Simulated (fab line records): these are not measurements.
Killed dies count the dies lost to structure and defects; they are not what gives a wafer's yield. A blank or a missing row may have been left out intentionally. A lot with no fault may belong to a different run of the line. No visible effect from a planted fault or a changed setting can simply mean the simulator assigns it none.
fab line records	flow sky130
record lots=13	wafers=39	last_day=50
route steps=708 shown VT_ADJUST_NCORE@123 METAL1@451 VIA1@460 PAD_OPEN@708
lots with no fault: from the same line, run without faults
start_h: hours from the record's first day to the start of the lot's first wafer shown	wait_h: hours since the lot's step before	" repeats the value in the row above	L1.1+2: one row covering several wafers at once	- either no value or no given start	* or withheld: withheld	< > ~ a bound
route shown NAME@n: a module of which the file shows steps, and the number in the route of the first	usual: mean and standard deviation over wafers with no fault	same: alike in all rows	chamber/n: place in a boat	sites: each site's reading	_std_site: the values' standard deviation	_edge_site: mean of outer sites minus mean of inner sites	radius_mm: how far each site lies from the wafer's centre	mask NAME#n: copy n	behind: the most recent tool/chamber to have shaped the wafer	hold: the reason the lot was held/the length of the hold in hours/how it ended	device: names the non-switching transistor (n, p or np)	end of line: the tests these same wafers got at the end of their route	a step given without rows: its recipe and nothing more	killed: dies lost to structure and defects at the first sort, not the wafer's yield	map: per-die view of a wafer (x killed, . not killed, _ where there is no die)
set.NAME: the run value of the setting; set.NAME@STEP: its run value at that earlier step	model.NAME: the simulator's own value behind a step, which no gauge read
one table for each step of the route and one row for each wafer, over a sample of lots
services: a tool's chamber out of use, with start hour (start_h, from the record's first day; less than 0 if before it), hours out, and reason
## steps
# step SKY_VT_ADJUST_NCORE_EXPOSE_04
# recipe mask_id=LVTN_COMPLEMENT_THIN	na=0.6	source_shape=conventional	sigma_outer=0.6	polarization=unpolarized	target_cd_nm=380	dose_mj=139
lot.wafer	tool	chamber	start_h	wait_h	mask
L488.1+3+6	iline_stepper-01	0	177.76	-	LVTN_COMPLEMENT_THIN#0
L489.2+5+6	iline_stepper-01	0	180.40	-	LVTN_COMPLEMENT_THIN#0
L491.1+4+5	iline_stepper-02	0	191.41	-	LVTN_COMPLEMENT_THIN#0
L493.4+5+6	iline_stepper-02	0	204.94	-	LVTN_COMPLEMENT_THIN#0
L494.1+3+4	iline_stepper-02	0	212.44	-	LVTN_COMPLEMENT_THIN#0
L495.1+2+3	iline_stepper-02	0	219.44	-	LVTN_COMPLEMENT_THIN#0
L497.1+2+6	iline_stepper-01	0	234.68	-	LVTN_COMPLEMENT_THIN#0
L498.2+5+6	iline_stepper-01	0	242.71	-	LVTN_COMPLEMENT_THIN#0
L501.2+4+6	iline_stepper-02	0	262.88	-	LVTN_COMPLEMENT_THIN#0
L502.3+4+6	iline_stepper-02	0	267.77	-	LVTN_COMPLEMENT_THIN#0
L506.1+4+6	iline_stepper-02	0	300.36	-	LVTN_COMPLEMENT_THIN#0
L507.3+5+6	iline_stepper-01	0	309.94	-	LVTN_COMPLEMENT_THIN#0
L510.1+4+6	iline_stepper-01	0	323.50	-	LVTN_COMPLEMENT_THIN#0
# step SKY_VT_ADJUST_NCORE_OVL_MEAS_08
# usual VT_ADJUST_NCORE_OVL=0.4/1.4
lot.wafer	tool	chamber	start_h	wait_h	hold	VT_ADJUST_NCORE_OVL[nm]
L488.1	overlay-02	-	188.35	0.1	-	0.3
L488.3	"	-	"	"	-	0.0
L488.6	"	-	"	"	-	2.0
L489.2	overlay-02	-	190.47	0.1	-	1.9
L489.5	"	-	"	"	-	0.4
L489.6	"	-	"	"	-	3.2
L491.1	overlay-02	-	202.80	0.1	-	-0.6
L491.4	"	-	"	"	-	-1.2
L491.5	"	-	"	"	-	0.2
L493.4	overlay-02	-	215.72	0.1	-	1.7
L493.5	"	-	"	"	-	-0.1
L493.6	"	-	"	"	-	2.1
L494.1	overlay-02	-	223.60	0.1	-	0.2
L494.3	"	-	"	"	-	-0.1
L494.4	"	-	"	"	-	1.6
L495.1	overlay-02	-	231.00	0.1	-	-2.6
L495.2	"	-	"	"	-	-1.3
L495.3	"	-	"	"	-	-2.6
L497.1	overlay-02	-	246.51	0.1	-	-0.3
L497.2	"	-	"	"	-	-0.7
L497.6	"	-	"	"	-	0.8
L498.2	overlay-01	-	254.37	0.1	-	0.2
L498.5	"	-	"	"	-	0.6
L498.6	"	-	"	"	-	2.0
L501.2	overlay-01	-	274.77	0.1	-	2.0
L501.4	"	-	"	"	-	-0.5
L501.6	"	-	"	"	-	0.7
L502.3	overlay-02	-	280.46	0.1	await_dispo/0.2h/release	-118.3
L502.4	"	-	"	"	await_dispo/0.2h/release	-118.6
L502.6	"	-	"	"	await_dispo/0.2h/release	-119.3
L502.3	overlay-02	-	280.67	0.2	-	-116.8
L502.4	"	-	"	"	-	-117.5
L502.6	"	-	"	"	-	-117.7
L506.1	overlay-01	-	313.00	0.1	await_dispo/0.2h/release	-119.9
L506.4	"	-	"	"	await_dispo/0.2h/release	-119.9
L506.6	"	-	"	"	await_dispo/0.2h/release	-120.3
L506.1	overlay-01	-	313.20	0.2	-	-118.0
L506.4	"	-	"	"	-	-118.4
L506.6	"	-	"	"	-	-118.6
L507.3	overlay-02	-	321.92	0.1	-	-0.7
L507.5	"	-	"	"	-	0.1
L507.6	"	-	"	"	-	1.6
L510.1	overlay-01	-	337.36	0.1	-	0.3
L510.4	"	-	"	"	-	0.1
L510.6	"	-	"	"	-	-0.2
# step SKY_METAL1_DESCUM_17
# recipe chemistry=O2	source_power_w=150	bias_power_w=0	pressure_mtorr=10	temp_c=40	time_s=8
# usual chamber_pressure_mTorr=10.000/0.0091	drypump_motor_current_A=5.5/0.64	oes_product_au=1.003/0.013	rf_fwd_power_W=147.3/0.67
# same time_s=8
lot.wafer	tool	chamber	start_h	wait_h	chamber_pressure_mTorr	drypump_motor_current_A	oes_product_au	rf_fwd_power_W	rf_hours_counter_h
L488.1	rie_metal-04	0	779.61	0.0	10.012	6.6	0.998	147.9	11
L488.3	"	0	"	"	9.995	6.6	1.003	147.6	-
L488.6	"	0	"	"	9.989	6.6	0.994	147.8	-
L489.2	rie_metal-02	1	781.25	0.0	10.014	4.9	0.998	146.2	15
L489.5	"	1	"	"	9.997	4.9	0.992	146.7	-
L489.6	"	0	"	"	10.009	4.9	0.995	146.9	-
L491.1	rie_metal-03	0	784.30	0.0	10.002	5.5	1.029	147.9	7
L491.4	"	1	"	"	10.001	5.3	1.002	148.2	-
L491.5	"	1	"	"	10.007	5.3	1.013	148.3	-
L493.4	rie_metal-04	0	803.74	0.0	10.005	6.6	1.010	147.1	-
L493.5	"	0	"	"	10.003	6.6	1.006	146.8	-
L493.6	"	1	"	"	10.000	6.2	1.005	146.0	-
L494.1	rie_metal-03	0	809.49	0.0	9.999	5.5	1.029	147.2	8
L494.3	"	1	"	"	9.986	5.3	1.014	148.0	-
L494.4	"	0	"	"	10.006	5.5	1.033	147.5	-
L495.1	rie_metal-04	1	818.88	0.0	9.998	6.1	0.989	146.4	5
L495.2	"	0	"	"	10.024	6.6	0.992	146.6	13
L495.3	"	0	"	"	9.986	6.6	0.992	147.1	-
L497.1	rie_metal-02	1	833.74	0.0	10.000	4.9	1.006	147.8	0
L497.2	"	0	"	"	10.002	4.9	0.992	147.0	7
L497.6	"	0	"	"	9.993	4.9	0.992	147.0	-
L498.2	rie_metal-04	0	842.29	0.0	10.007	6.6	1.012	146.4	14
L498.5	"	0	"	"	10.006	6.6	1.006	146.3	-
L498.6	"	1	"	"	10.007	6.1	1.012	146.0	-
L501.2	rie_metal-03	0	868.59	0.0	9.997	5.5	1.030	147.8	10
L501.4	"	1	"	"	9.986	5.3	1.013	147.8	-
L501.6	"	0	"	"	10.024	5.4	1.035	147.4	-
L507.3	rie_metal-04	1	912.96	0.0	10.004	6.2	0.992	146.7	-
L507.5	"	1	"	"	9.992	6.1	0.998	146.8	-
L507.6	"	0	"	"	10.007	6.6	1.004	147.8	-
L510.1	rie_metal-02	0	936.48	0.0	9.989	4.9	0.985	147.5	11
L510.4	"	1	"	"	10.001	4.9	0.989	146.3	-
L510.6	"	0	"	"	9.995	4.9	0.983	147.9	-
# step SKY_VIA1_CMP_02
# recipe material=SiO2	down_force_psi=4	platen_rpm=60	pad_velocity_m_s=0.94248
# usual motor_current_A=11.7/1.3
lot.wafer	tool	chamber	start_h	wait_h	motor_current_A
L488.1	cmp-02	1	780.61	0.1	12.0
L488.3	"	2	"	"	10.6
L488.6	"	0	"	"	9.8
L489.2	cmp-01	1	782.19	0.0	11.4
L489.5	"	1	"	"	11.6
L489.6	"	2	"	"	11.4
L491.1	cmp-02	2	785.24	0.1	10.4
L491.4	"	0	"	"	10.4
L491.5	"	2	"	"	10.4
L493.4	cmp-02	2	804.74	0.1	10.7
L493.6	"	1	"	"	12.7
L493.5	"	2	"	"	10.6
L494.4	cmp-02	3	810.44	0.0	13.8
L494.1	"	1	"	"	12.2
L494.3	"	2	"	"	10.4
L495.1	cmp-02	2	819.88	0.1	10.1
L495.2	"	3	"	"	13.3
L495.3	"	0	"	"	9.7
L497.1	cmp-02	3	834.70	0.1	13.7
L497.2	"	1	"	"	12.0
L497.6	"	0	"	"	10.2
L498.2	cmp-02	2	843.33	0.1	10.4
L498.5	"	0	"	"	10.2
L498.6	"	1	"	"	12.6
L501.4	cmp-01	2	869.68	0.1	11.9
L501.2	"	0	"	"	12.8
L501.6	"	1	"	"	11.3
L507.3	cmp-02	0	914.04	0.1	9.8
L507.6	"	2	"	"	10.5
L507.5	"	3	"	"	14.1
L510.1	cmp-01	0	937.43	0.1	13.0
L510.4	"	2	"	"	11.6
L510.6	"	1	"	"	10.9
# step SKY_VIA1_SOFTBAKE_08
# recipe temp_c=100	time_s=91.5	resist=KrF-thick
# usual plate_sensor_t_centre_C=100.88/0.01	plate_sensor_t_edge_C=100.95/0.0099
# same time_s=91.5
lot.wafer	tool	chamber	start_h	wait_h	plate_sensor_t_centre_C	plate_sensor_t_edge_C
L488.1	litho_track-01	0	-	-	100.9	100.95
L488.3	"	0	"	"	100.89	100.96
L488.6	"	0	"	"	100.87	100.96
L489.2	litho_track-03	0	-	-	100.88	100.94
L489.5	"	0	"	"	100.89	100.94
L489.6	"	0	"	"	100.88	100.95
L491.1	litho_track-04	0	-	-	100.88	100.95
L491.4	"	0	"	"	100.88	100.95
L491.5	"	0	"	"	100.87	100.97
L493.4	litho_track-01	0	-	-	100.88	100.95
L493.5	"	0	"	"	100.87	100.95
L493.6	"	0	"	"	100.88	100.95
L494.1	litho_track-03	0	-	-	100.88	100.95
L494.3	"	0	"	"	100.87	100.94
L494.4	"	0	"	"	100.87	100.97
L495.1	litho_track-03	0	-	-	100.87	100.96
L495.2	"	0	"	"	100.9	100.96
L495.3	"	0	"	"	100.86	100.95
L497.1	litho_track-04	0	-	-	100.89	100.95
L497.2	"	0	"	"	100.87	100.96
L497.6	"	0	"	"	100.89	100.95
L498.2	litho_track-04	0	-	-	100.88	100.96
L498.5	"	0	"	"	100.88	100.96
L498.6	"	0	"	"	100.89	100.97
L501.2	litho_track-01	0	-	-	100.86	100.95
L501.4	"	0	"	"	100.88	100.95
L501.6	"	0	"	"	100.87	100.94
L507.3	litho_track-01	0	-	-	100.88	100.95
L507.5	"	0	"	"	100.88	100.96
L507.6	"	0	"	"	100.9	100.94
L510.1	litho_track-04	0	-	-	100.89	100.95
L510.4	"	0	"	"	100.88	100.95
L510.6	"	0	"	"	100.88	100.96
# step SKY_PAD_OPEN_PROBE_99
# usual defect_limited_yield=82.5/1.8	killed_at_M0_to_M3=45/6.8	killed_at_M4_up=3.1/2	killed_at_contacts=23/5.2	killed_at_front_end=14/3.7	killed_at_other=0.3/0.61	killed_dies=86/9	killed_open=46/6.9	killed_short=39/6.4	sort_bin_3_pad_short=0.9/0.44	sort_bin_5_function=10.5/1.4	sort_bin_6_memory=6.1/1.1	sort_bin_8_speed=0.01/0.052	sort_n_pass=406/9	sort_yield_pct=82.5/1.8
# same gross_dies=492	killed_at_back_side=0	sort_bin_4_leakage[%]=0
lot.wafer	tool	chamber	start_h	wait_h	defect_limited_yield[%]	killed_at_M0_to_M3	killed_at_M4_up	killed_at_contacts	killed_at_front_end	killed_at_other	killed_dies	killed_open	killed_short	sort_bin_3_pad_short[%]	sort_bin_5_function[%]	sort_bin_6_memory[%]	sort_bin_8_speed[%]	sort_n_pass	sort_yield_pct[%]
L494.1	prober-01	-	1109.75	0.1	79.1	56	6	29	12	0	103	59	44	1.4	11.8	7.7	0	389	79.1
L494.3	prober-01	-	1109.85	0.2	81.5	55	0	25	11	0	91	59	32	0.6	11.4	6.5	0	401	81.5
L494.4	prober-01	-	1109.90	0.2	84.3	44	2	17	14	0	77	45	32	0.8	8.9	5.9	0.20	414	84.1
L497.1	prober-02	-	1127.29	0.1	80.7	50	5	22	18	0	95	52	43	1.2	11.4	6.7	0	397	80.7
L497.2	prober-02	-	1127.34	0.1	81.1	44	5	24	19	1	93	52	41	0.6	11.4	6.9	0	399	81.1
L497.6	prober-02	-	1127.54	0.2	82.5	46	5	20	15	0	86	33	53	1.4	10.8	5.3	0	406	82.5
L507.3	prober-02	-	1183.05	0.2	83.1	43	2	20	18	0	83	43	38	1.8	8.7	6.3	0	409	83.1
L507.5	prober-02	-	1183.15	0.2	81.9	49	4	21	15	0	89	40	49	0.6	10.2	7.3	0	403	81.9
L507.6	prober-02	-	1183.20	0.2	82.5	38	3	31	14	0	86	43	43	1.8	9.3	6.3	0	406	82.5
L510.1	prober-02	-	1199.06	0.1	80.7	55	8	16	14	2	95	46	46	1.0	11.0	7.3	0	397	80.7
L510.4	prober-02	-	1199.21	0.2	82.5	39	4	26	17	0	86	41	43	1.4	10.4	5.7	0	406	82.5
L510.6	prober-02	-	1199.31	0.2	81.1	49	6	25	13	0	93	48	43	0.6	12.4	5.9	0	399	81.1
# killed by level:class
L494.1 VIA3:geometric_particle:open=12 CONTACT:geometric_particle:open=10 VIA1:geometric_particle:open=10 METAL1:geometric_particle:short=8 VIA3:geometric_particle:short=7 FIELD_ISO:geometric_particle:open=6 LI_CONTACT:geometric_particle:open=6 METAL2:geometric_particle:short=6
L494.3 VIA1:geometric_particle:open=20 CONTACT:geometric_particle:open=11 VIA2:geometric_particle:open=7 VIA3:geometric_particle:open=7 VIA1:geometric_particle:short=6 VIA3:geometric_particle:short=6 LI_CONTACT:geometric_particle:open=5 POLY_GATE:geometric_particle:open=4
L494.4 VIA1:geometric_particle:open=11 VIA3:geometric_particle:open=7 CONTACT:geometric_particle:open=5 VIA2:geometric_particle:open=5 FIELD_ISO:geometric_particle:open=4 POLY_GATE:geometric_particle:open=4 METAL2:geometric_particle:short=4 CONTACT:geometric_particle:short=4
L497.1 VIA1:geometric_particle:open=10 VIA3:geometric_particle:open=9 METAL1:geometric_particle:short=8 VIA2:geometric_particle:open=8 CONTACT:geometric_particle:short=7 FIELD_ISO:geometric_particle:open=6 LI_CONTACT:geometric_particle:open=6 CONTACT:geometric_particle:open=6
L497.2 VIA1:geometric_particle:open=10 CONTACT:geometric_particle:open=9 VIA3:geometric_particle:open=8 FIELD_ISO:geometric_particle:open=7 FIELD_ISO:geometric_particle:short=5 LOCAL_INTERCONNECT:geometric_particle:short=5 VIA3:geometric_particle:short=5 METAL4:geometric_particle:short=5
L497.6 METAL1:geometric_particle:short=11 METAL2:geometric_particle:short=8 LI_CONTACT:geometric_particle:open=7 CONTACT:geometric_particle:open=5 VIA1:geometric_particle:short=5 VIA3:geometric_particle:short=5 FIELD_ISO:geometric_particle:short=4 VIA1:geometric_particle:open=4
L507.3 VIA1:geometric_particle:open=10 VIA1:geometric_particle:short=9 LI_CONTACT:geometric_particle:open=8 CONTACT:geometric_particle:open=7 METAL2:geometric_particle:short=6 VIA2:geometric_particle:open=5 METAL1:geometric_particle:short=4 METAL3:geometric_particle:short=4
L507.5 VIA1:geometric_particle:open=10 LI_CONTACT:geometric_particle:open=7 METAL1:geometric_particle:short=7 METAL2:geometric_particle:short=7 CONTACT:geometric_particle:short=6 FIELD_ISO:geometric_particle:open=5 VIA3:geometric_particle:short=5 VIA2:geometric_particle:open=5
L507.6 VIA1:geometric_particle:open=13 CONTACT:geometric_particle:open=10 CONTACT:geometric_particle:short=9 LI_CONTACT:geometric_particle:open=7 METAL1:geometric_particle:short=4 VIA2:geometric_particle:short=4 VIA3:geometric_particle:short=4 FIELD_ISO:geometric_particle:open=3
L510.1 VIA1:geometric_particle:open=17 METAL1:geometric_particle:short=7 POLY_GATE:geometric_particle:short=6 METAL2:geometric_particle:short=6 LI_CONTACT:geometric_particle:open=5 VIA3:geometric_particle:open=5 VIA3:geometric_particle:short=5 CONTACT:geometric_particle:open=4
L510.4 CONTACT:geometric_particle:open=9 VIA1:geometric_particle:short=8 METAL2:geometric_particle:short=8 LI_CONTACT:geometric_particle:open=7 VIA1:geometric_particle:open=5 FIELD_ISO:geometric_particle:short=4 POLY_GATE:geometric_particle:short=4 POLY_GATE:geometric_particle:open=4
L510.6 VIA1:geometric_particle:open=13 METAL1:geometric_particle:short=12 LI_CONTACT:geometric_particle:open=9 VIA2:geometric_particle:open=8 CONTACT:geometric_particle:open=7 CONTACT:geometric_particle:short=5 VIA1:geometric_particle:short=5 FIELD_ISO:geometric_particle:short=4
## services
tool	chamber	start_h	hours	kind
iline_stepper-02	-	186.10	2.1	pm
iline_stepper-01	-	200.28	1.7	pm
iline_stepper-02	-	215.89	1.7	pm
cmp-02	-	240.32	7.6	pm
iline_stepper-01	-	297.25	4.4	pm
iline_stepper-02	-	331.15	1.3	repair
cmp-02	-	404.00	4.0	pm
iline_stepper-01	-	412.02	2.1	pm
iline_stepper-02	-	434.07	1.7	pm
iline_stepper-02	-	459.94	6.4	repair
iline_stepper-02	-	496.71	5.1	repair
cmp-02	-	574.89	1.5	repair
cmp-02	-	609.32	5.9	pm
iline_stepper-02	-	615.37	4.4	pm
iline_stepper-02	-	637.84	4.5	repair
iline_stepper-02	-	652.25	1.7	pm
cmp-02	-	693.81	6.5	pm
cmp-02	-	710.57	4.5	repair
cmp-02	-	727.10	2.1	repair
cmp-02	-	744.00	4.0	pm
cmp-02	-	825.05	0.8	repair
iline_stepper-02	-	870.46	1.7	pm
iline_stepper-02	-	922.65	16.4	repair
iline_stepper-02	-	939.91	2.7	repair
## key
first_sign step=SKY_VT_ADJUST_NCORE_OVL_MEAS_08	reading=visit	direction=added
effect step=SKY_VT_ADJUST_NCORE_OVL_MEAS_08	reading=VT_ADJUST_NCORE_OVL	direction=down	sigmas=86	usual=0.4	struck=-119.4
met_at SKY_VT_ADJUST_NCORE_EXPOSE_04
struck_lots L502,L506
scrapped_behind SKY_VT_ADJUST_NCORE_OVL_MEAS_08 L502.3,L502.4,L502.6,L506.1,L506.4,L506.6
not_acting_at SKY_METAL1_DESCUM_17,SKY_VIA1_CMP_02,SKY_VIA1_SOFTBAKE_08
onset_between 262.88 267.77
fault kind=scanner_matching_overlay	tool=iline_stepper-02	chamber=-	onset_h=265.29	steps=SKY_VT_ADJUST_NCORE_EXPOSE_04	offset=-118.1
